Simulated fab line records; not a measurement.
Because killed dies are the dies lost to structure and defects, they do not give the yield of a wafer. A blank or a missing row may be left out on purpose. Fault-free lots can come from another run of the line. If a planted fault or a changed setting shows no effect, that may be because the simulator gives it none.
fab line records + flow sky130
[record]
- lots = 11
- wafers = 33
- last_day = 50
route steps=708 shown VIA2@527 CAPM@549 METAL3@568 VIA3@585
lots that met no fault: from a run of the same line without faults
start_h: hours from the record's first day to the start of the lot's first wafer shown + wait_h: hours since the lot's step before + " unchanged from the row above + L1.1+2: a row that stands for several wafers + - either no value or no given start + * or withheld: withheld + < > ~ a bound
route shown NAME@n: names a module that has steps shown in the file, with the first one's number in the route + usual: mean/standard deviation taken from wafers without a fault + same: alike in all rows + chamber/n: place in a boat + sites: each site's reading + _std_site: standard deviation of those values + _edge_site: mean of outer sites minus mean of inner sites + radius_mm: for every site, how far away it sits from the centre of the wafer + mask NAME#n: copy n + behind: the tool/chamber that last shaped the wafer + hold: reason for holding the lot/hours on hold/outcome of the hold + device: names the non-switching transistor (n, p or np) + end of line: at the end of the route, the tests of the same wafers + step lacking rows: just its recipe + killed: the dies lost at the first sort to structure and to defects; this is not the yield of the wafer + map: a wafer's dies, marking killed ones x, the rest . and places with no die _
set.NAME: the setting the step ran with; set.NAME@STEP: the setting that earlier step ran with + model.NAME: the simulator's own value behind a step, which no gauge read
the route's steps for a sample of lots (tables are steps, rows are wafers)
services: the hour from which a tool's chamber was out of use, counted from the record's first day as start_h (under 0 if before that day), plus the number of hours and why
[[steps]]
[step SKY_VIA2_SPUTTER_20]
[recipe]
- material = TiN
- target_thk_nm = 20
- chamber_pressure_pa = 5
- power_w = 4000
- time_s = 80
[usual]
- throttle_valve_pct = 29.9/0.83
| lot.wafer | tool           | chamber | start_h | wait_h | throttle_valve_pct |
|-----------|----------------|---------|---------|--------|--------------------|
| L804.1    | pvd_sputter-02 | -       | 872.17  | 0.0    | 30.7               |
| L804.2    | "              | -       | "       | "      | 29.1               |
| L804.4    | "              | -       | "       | "      | 31.0               |
| L805.2    | pvd_sputter-01 | -       | 880.85  | 0.0    | 28.6               |
| L805.3    | "              | -       | "       | "      | 29.5               |
| L805.5    | "              | -       | "       | "      | 30.4               |
| L806.1    | pvd_sputter-01 | -       | 883.67  | 0.0    | 29.4               |
| L806.5    | "              | -       | "       | "      | 29.4               |
| L806.6    | "              | -       | "       | "      | 30.3               |
| L808.1    | pvd_sputter-03 | -       | 899.05  | 0.0    | 28.6               |
| L808.2    | "              | -       | "       | "      | 30.7               |
| L808.3    | "              | -       | "       | "      | 30.9               |
| L809.1    | pvd_sputter-01 | -       | 906.87  | 0.0    | 29.4               |
| L809.4    | "              | -       | "       | "      | 28.5               |
| L809.6    | "              | -       | "       | "      | 28.5               |
| L813.2    | pvd_sputter-03 | -       | 941.18  | 0.0    | 30.9               |
| L813.3    | "              | -       | "       | "      | 30.5               |
| L813.5    | "              | -       | "       | "      | 30.8               |
| L817.1    | pvd_sputter-01 | -       | 967.92  | 0.0    | 30.5               |
| L817.2    | "              | -       | "       | "      | 29.6               |
| L817.6    | "              | -       | "       | "      | 29.3               |
| L821.1    | pvd_sputter-03 | -       | 993.54  | 0.0    | 30.7               |
| L821.2    | "              | -       | "       | "      | 28.7               |
| L821.4    | "              | -       | "       | "      | 30.8               |
| L822.3    | pvd_sputter-02 | -       | 997.52  | 0.0    | 29.0               |
| L822.5    | "              | -       | "       | "      | 30.6               |
| L822.6    | "              | -       | "       | "      | 29.9               |
| L823.3    | pvd_sputter-02 | -       | 1008.15 | 0.0    | 29.7               |
| L823.4    | "              | -       | "       | "      | 30.7               |
| L823.5    | "              | -       | "       | "      | 28.9               |
| L824.2    | pvd_sputter-02 | -       | 1011.93 | 0.0    | 30.6               |
| L824.3    | "              | -       | "       | "      | 29.5               |
| L824.4    | "              | -       | "       | "      | 30.7               |
[step SKY_CAPM_OVL_MEAS_12]
[usual]
- CAPM_OVL = 0.2/1.4
| lot.wafer | tool       | chamber | start_h | wait_h | CAPM_OVL[nm] |
|-----------|------------|---------|---------|--------|--------------|
| L804.1    | overlay-01 | -       | 898.76  | 0.1    | 2.1          |
| L804.2    | "          | -       | "       | "      | -1.0         |
| L804.4    | "          | -       | "       | "      | -0.6         |
| L805.2    | overlay-02 | -       | 906.62  | 0.1    | 1.2          |
| L805.3    | "          | -       | "       | "      | -0.3         |
| L805.5    | "          | -       | "       | "      | -2.8         |
| L806.1    | overlay-02 | -       | 909.31  | 0.1    | -2.0         |
| L806.5    | "          | -       | "       | "      | -0.7         |
| L806.6    | "          | -       | "       | "      | -1.8         |
| L808.1    | overlay-02 | -       | 924.36  | 0.1    | 2.1          |
| L808.2    | "          | -       | "       | "      | 0.7          |
| L808.3    | "          | -       | "       | "      | 2.2          |
| L809.1    | overlay-02 | -       | 932.16  | 0.1    | -0.6         |
| L809.4    | "          | -       | "       | "      | -0.6         |
| L809.6    | "          | -       | "       | "      | 0.9          |
| L813.2    | overlay-02 | -       | 966.57  | 0.1    | 0.1          |
| L813.3    | "          | -       | "       | "      | -0.9         |
| L813.5    | "          | -       | "       | "      | -1.1         |
| L817.1    | overlay-01 | -       | 992.22  | 0.1    | 4.5          |
| L817.2    | "          | -       | "       | "      | 2.4          |
| L817.6    | "          | -       | "       | "      | 2.0          |
| L821.1    | overlay-02 | -       | 1017.26 | 0.1    | 1.7          |
| L821.2    | "          | -       | "       | "      | 0.5          |
| L821.4    | "          | -       | "       | "      | 1.6          |
| L822.3    | overlay-02 | -       | 1021.72 | 0.1    | 0.6          |
| L822.5    | "          | -       | "       | "      | 0.4          |
| L822.6    | "          | -       | "       | "      | 1.5          |
| L823.3    | overlay-01 | -       | 1031.53 | 0.1    | 1.1          |
| L823.4    | "          | -       | "       | "      | 3.2          |
| L823.5    | "          | -       | "       | "      | 1.8          |
| L824.2    | overlay-02 | -       | 1035.12 | 0.1    | -1.1         |
| L824.3    | "          | -       | "       | "      | -1.2         |
| L824.4    | "          | -       | "       | "      | -1.4         |
[step SKY_METAL3_METAL_ETCH_18]
[recipe]
- target_depth_a = 8450
- stop_on = SiO2
- over_etch_frac = 0.3
- time_s = 183.1
- chemistry = Cl2/BCl3
- resist_sidewall_deg = 88
- pressure_mtorr = 10
- icp_w = 900
- bias_w = 48.5
- Cl2_flow_sccm = 60
- bcl3_flow_sccm = 30
[usual]
- bias_w = 48.48/0.15
- drypump_motor_current_A = 5.6/0.31
- oes_product_au = 0.866/0.0069
- throttle_valve_pct = 22.264/0.0087
[same]
- over_etch_frac = 0.3
| lot.wafer | tool         | chamber | start_h | wait_h | bias_w | drypump_motor_current_A | oes_product_au | rf_hours_counter_h | throttle_valve_pct |
|-----------|--------------|---------|---------|--------|--------|-------------------------|----------------|--------------------|--------------------|
| L804.1    | rie_metal-01 | 1       | 924.03  | 0.0    | 48.68  | 5.1                     | 0.867          | 14                 | 22.269             |
| L804.2    | "            | 0       | "       | "      | 48.48  | 6.0                     | 0.872          | 11                 | 22.262             |
| L804.4    | "            | 1       | "       | "      | 48.59  | 5.1                     | 0.871          | -                  | 22.265             |
| L805.2    | rie_metal-02 | 0       | 931.88  | 0.0    | 48.54  | 5.3                     | 0.877          | 12                 | 22.280             |
| L805.3    | "            | 0       | "       | "      | 48.49  | 5.3                     | 0.872          | -                  | 22.269             |
| L805.5    | "            | 1       | "       | "      | 48.34  | 5.7                     | 0.860          | -                  | 22.249             |
| L806.1    | rie_metal-01 | 1       | 935.12  | 0.0    | 48.34  | 5.1                     | 0.866          | 14                 | 22.261             |
| L806.5    | "            | 1       | "       | "      | 48.53  | 5.1                     | 0.865          | -                  | 22.262             |
| L806.6    | "            | 0       | "       | "      | 48.94  | 6.0                     | 0.856          | -                  | 22.273             |
| L808.1    | rie_metal-03 | 1       | 950.02  | 0.0    | 48.28  | 5.8                     | 0.861          | 12                 | 22.273             |
| L808.2    | "            | 0       | "       | "      | 48.39  | 5.6                     | 0.872          | 19                 | 22.275             |
| L808.3    | "            | 0       | "       | "      | 48.22  | 5.6                     | 0.867          | -                  | 22.273             |
| L809.1    | rie_metal-03 | 0       | 957.38  | 0.0    | 48.24  | 5.6                     | 0.874          | 19                 | 22.252             |
| L809.4    | "            | 1       | "       | "      | 48.08  | 5.8                     | 0.854          | -                  | 22.250             |
| L809.6    | "            | 0       | "       | "      | 48.29  | 5.6                     | 0.860          | -                  | 22.260             |
| L813.2    | rie_metal-03 | 1       | 990.83  | 0.0    | 39.32  | 5.8                     | 0.870          | 13                 | 22.265             |
| L813.3    | "            | 1       | "       | "      | 39.34  | 5.8                     | 0.857          | -                  | 22.282             |
| L813.5    | "            | 0       | "       | "      | 39.22  | 5.6                     | 0.866          | -                  | 22.253             |
| L817.1    | rie_metal-03 | 0       | 1016.12 | 0.0    | 39.24  | 5.6                     | 0.876          | 24                 | 22.246             |
| L817.2    | "            | 1       | "       | "      | 39.13  | 5.8                     | 0.873          | 16                 | 22.255             |
| L817.6    | "            | 0       | "       | "      | 39.20  | 5.5                     | 0.865          | -                  | 22.262             |
| L821.1    | rie_metal-02 | 0       | 1040.82 | 0.0    | 48.54  | 5.3                     | 0.864          | 18                 | 22.265             |
| L821.2    | "            | 1       | "       | "      | 48.47  | 5.7                     | 0.860          | 20                 | 22.276             |
| L821.4    | "            | 0       | "       | "      | 48.28  | 5.3                     | 0.870          | -                  | 22.270             |
| L822.3    | rie_metal-01 | 1       | 1045.72 | 0.1    | 48.52  | 5.2                     | 0.849          | -                  | 22.277             |
| L822.5    | "            | 1       | "       | "      | 48.45  | 5.1                     | 0.865          | -                  | 22.256             |
| L822.6    | "            | 0       | "       | "      | 48.72  | 6.0                     | 0.857          | -                  | 22.253             |
| L823.3    | rie_metal-01 | 1       | 1054.52 | 0.1    | 48.32  | 5.1                     | 0.866          | -                  | 22.259             |
| L823.4    | "            | 0       | "       | "      | 48.47  | 6.0                     | 0.865          | -                  | 22.268             |
| L823.5    | "            | 0       | "       | "      | 48.61  | 6.0                     | 0.866          | -                  | 22.262             |
| L824.2    | rie_metal-02 | 1       | 1057.22 | 0.0    | 48.45  | 5.7                     | 0.850          | 21                 | 22.274             |
| L824.3    | "            | 0       | "       | "      | 48.49  | 5.3                     | 0.860          | -                  | 22.250             |
| L824.4    | "            | 1       | "       | "      | 48.41  | 5.7                     | 0.864          | -                  | 22.267             |
[step SKY_METAL3_STRIP_19]
[recipe]
- chemistry = O2/N2
- power_w = 1400
- pressure_mtorr = 1500
- platen_temp_c = withheld
- o2_flow_sccm = 3000
- n2_flow_sccm = 300
- overash_fraction = 0.5
[usual]
- drypump_motor_current_A = 5.5/0.46
- oes_product_au = 0.500/0.0064
- strip_time_to_endpoint_s = 6.49/0.11
| lot.wafer | tool            | chamber | start_h | wait_h | drypump_motor_current_A | oes_product_au | rf_hours_counter_h | strip_time_to_endpoint_s |
|-----------|-----------------|---------|---------|--------|-------------------------|----------------|--------------------|--------------------------|
| L804.1    | plasma_asher-02 | 0       | 924.26  | 0.2    | 5.8                     | 0.511          | 50                 | 6.49                     |
| L804.2    | "               | 1       | "       | "      | 5.2                     | 0.505          | 50                 | 6.41                     |
| L804.4    | "               | 0       | "       | "      | 5.9                     | 0.501          | -                  | 6.52                     |
| L805.2    | plasma_asher-04 | 1       | 932.05  | 0.1    | 6.4                     | 0.510          | 102                | 6.66                     |
| L805.3    | "               | 0       | "       | "      | 5.8                     | 0.509          | -                  | 6.69                     |
| L805.5    | "               | 1       | "       | "      | 6.4                     | 0.504          | -                  | 6.48                     |
| L806.1    | plasma_asher-01 | 0       | 935.30  | 0.1    | 5.8                     | 0.503          | 86                 | 6.56                     |
| L806.5    | "               | 0       | "       | "      | 5.8                     | 0.506          | -                  | 6.60                     |
| L806.6    | "               | 1       | "       | "      | 4.9                     | 0.492          | -                  | 6.44                     |
| L808.1    | plasma_asher-04 | 1       | 950.25  | 0.2    | 6.4                     | 0.491          | 104                | 6.55                     |
| L808.2    | "               | 0       | "       | "      | 5.8                     | 0.496          | 104                | 6.38                     |
| L808.3    | "               | 1       | "       | "      | 6.4                     | 0.503          | -                  | 6.44                     |
| L809.1    | plasma_asher-01 | 0       | 957.56  | 0.1    | 5.8                     | 0.495          | 88                 | 6.36                     |
| L809.4    | "               | 1       | "       | "      | 4.9                     | 0.500          | -                  | 6.51                     |
| L809.6    | "               | 0       | "       | "      | 5.8                     | 0.496          | -                  | 6.32                     |
| L813.2    | plasma_asher-02 | 1       | 991.01  | 0.1    | 5.1                     | 0.526          | 56                 | 7.00                     |
| L813.3    | "               | 1       | "       | "      | 5.1                     | 0.514          | -                  | 6.97                     |
| L813.5    | "               | 0       | "       | "      | 5.8                     | 0.516          | -                  | 6.80                     |
| L817.1    | plasma_asher-01 | 1       | 1016.29 | 0.1    | 4.9                     | 0.508          | 95                 | 6.77                     |
| L817.2    | "               | 0       | "       | "      | 5.8                     | 0.523          | 95                 | 6.97                     |
| L817.6    | "               | 1       | "       | "      | 4.9                     | 0.510          | -                  | 6.81                     |
| L821.1    | plasma_asher-02 | 1       | 1041.00 | 0.1    | 5.2                     | 0.501          | 61                 | 6.60                     |
| L821.2    | "               | 0       | "       | "      | 5.8                     | 0.493          | 61                 | 6.44                     |
| L821.4    | "               | 0       | "       | "      | 5.9                     | 0.505          | -                  | 6.52                     |
| L822.3    | plasma_asher-01 | 1       | 1045.87 | 0.1    | 4.9                     | 0.506          | -                  | 6.56                     |
| L822.5    | "               | 1       | "       | "      | 4.9                     | 0.499          | -                  | 6.57                     |
| L822.6    | "               | 0       | "       | "      | 5.8                     | 0.506          | -                  | 6.50                     |
| L823.3    | plasma_asher-01 | 1       | 1054.68 | 0.1    | 4.9                     | 0.503          | -                  | 6.53                     |
| L823.4    | "               | 0       | "       | "      | 5.8                     | 0.496          | -                  | 6.41                     |
| L823.5    | "               | 1       | "       | "      | 4.9                     | 0.491          | -                  | 6.35                     |
| L824.2    | plasma_asher-02 | 1       | 1057.39 | 0.1    | 5.1                     | 0.503          | 63                 | 6.49                     |
| L824.3    | "               | 0       | "       | "      | 5.9                     | 0.498          | -                  | 6.60                     |
| L824.4    | "               | 1       | "       | "      | 5.2                     | 0.499          | -                  | 6.53                     |
[step SKY_VIA3_CD_MEAS_12]
[recipe]
- target_cd_nm = 200
[usual]
- cd_nm = 200.3/1.6
| lot.wafer | tool      | chamber | start_h | wait_h | cd_nm |
|-----------|-----------|---------|---------|--------|-------|
| L804.1    | cd_sem-02 | -       | 950.66  | -      | 201.0 |
| L804.2    | "         | -       | "       | "      | 199.8 |
| L804.4    | "         | -       | "       | "      | 200.8 |
| L805.2    | cd_sem-02 | -       | 957.44  | -      | 197.4 |
| L805.3    | "         | -       | "       | "      | 197.2 |
| L805.5    | "         | -       | "       | "      | 197.3 |
| L806.1    | cd_sem-01 | -       | 961.01  | -      | 200.9 |
| L806.5    | "         | -       | "       | "      | 201.0 |
| L806.6    | "         | -       | "       | "      | 201.5 |
| L808.1    | cd_sem-01 | -       | 975.87  | -      | 199.7 |
| L808.2    | "         | -       | "       | "      | 200.3 |
| L808.3    | "         | -       | "       | "      | 199.5 |
| L809.1    | cd_sem-01 | -       | 982.01  | -      | 201.5 |
| L809.4    | "         | -       | "       | "      | 201.5 |
| L809.6    | "         | -       | "       | "      | 200.0 |
| L813.2    | cd_sem-01 | -       | 1015.48 | -      | 201.7 |
| L813.3    | "         | -       | "       | "      | 201.0 |
| L813.5    | "         | -       | "       | "      | 202.0 |
| L817.1    | cd_sem-02 | -       | 1039.81 | -      | 199.1 |
| L817.2    | "         | -       | "       | "      | 198.8 |
| L817.6    | "         | -       | "       | "      | 197.1 |
| L821.1    | cd_sem-01 | -       | 1064.31 | -      | 200.6 |
| L821.2    | "         | -       | "       | "      | 201.6 |
| L821.4    | "         | -       | "       | "      | 201.4 |
| L822.3    | cd_sem-01 | -       | 1068.70 | -      | 201.4 |
| L822.5    | "         | -       | "       | "      | 199.7 |
| L822.6    | "         | -       | "       | "      | 199.2 |
| L823.3    | cd_sem-02 | -       | 1077.10 | -      | 203.2 |
| L823.4    | "         | -       | "       | "      | 200.9 |
| L823.5    | "         | -       | "       | "      | 202.0 |
| L824.2    | cd_sem-01 | -       | 1079.78 | -      | 202.5 |
| L824.3    | "         | -       | "       | "      | 201.3 |
| L824.4    | "         | -       | "       | "      | 201.8 |
[[services]]
| tool            | chamber | start_h | hours | kind                   |
|-----------------|---------|---------|-------|------------------------|
| pvd_sputter-03  | 0       | 849.29  | -     | consumable_replace:kit |
| pvd_sputter-03  | 0       | 849.29  | 18.0  | scheduled_down         |
| pvd_sputter-03  | 0       | 849.29  | 18.0  | vent_cycle             |
| rie_metal-03    | -       | 855.62  | 1.4   | pm                     |
| rie_metal-02    | -       | 874.87  | 1.5   | repair                 |
| rie_metal-02    | 1       | 876.18  | 1.9   | repair                 |
| plasma_asher-01 | -       | 891.64  | 10.5  | repair                 |
| pvd_sputter-01  | -       | 900.60  | 3.3   | repair                 |
| rie_metal-03    | -       | 929.48  | 2.8   | pm                     |
| pvd_sputter-02  | -       | 937.96  | 15.0  | repair                 |
| plasma_asher-04 | -       | 957.43  | 5.1   | repair                 |
| rie_metal-03    | 1       | 971.58  | 15.1  | repair                 |
| pvd_sputter-03  | -       | 987.66  | 2.1   | repair                 |
| pvd_sputter-02  | 2       | 994.37  | -     | consumable_replace:kit |
| pvd_sputter-02  | 2       | 994.37  | 18.0  | scheduled_down         |
| pvd_sputter-02  | 2       | 994.37  | 18.0  | vent_cycle             |
| rie_metal-02    | -       | 1011.53 | 0.3   | repair                 |
| plasma_asher-01 | -       | 1027.94 | 0.9   | repair                 |
| pvd_sputter-03  | 3       | 1028.91 | -     | consumable_replace:kit |
| pvd_sputter-03  | 3       | 1028.91 | 18.0  | scheduled_down         |
| pvd_sputter-03  | 3       | 1028.91 | 18.0  | vent_cycle             |
| pvd_sputter-01  | -       | 1051.26 | 1.4   | repair                 |
| plasma_asher-04 | -       | 1055.27 | 9.0   | pm                     |
| plasma_asher-04 | 0       | 1055.27 | 9.0   | vent_cycle             |
[[key]]
[first_sign]
- step = SKY_METAL3_METAL_ETCH_18
- reading = bias_w
- direction = down
- sigmas = 60
- usual = 48.48
- struck = 39.24
[effect]
- step = SKY_METAL3_STRIP_19
- reading = strip_time_to_endpoint_s
- direction = up
- sigmas = 3.7
- usual = *
- struck = *
met_at SKY_METAL3_METAL_ETCH_18
struck_lots L813,L817
not_acting_at SKY_VIA2_SPUTTER_20,SKY_CAPM_OVL_MEAS_12,SKY_VIA3_CD_MEAS_12
onset_between 957.38 990.83
[fault]
- kind = process_parameter_drift
- tool = rie_metal-03
- chamber = -
- onset_h = 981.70
- steps = SKY_METAL3_METAL_ETCH_18
- channel = bias_w
- offset = -9.1509
- shape = step
- end_h = 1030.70
- acts_in = these_recipes_only
- stated = 48.5
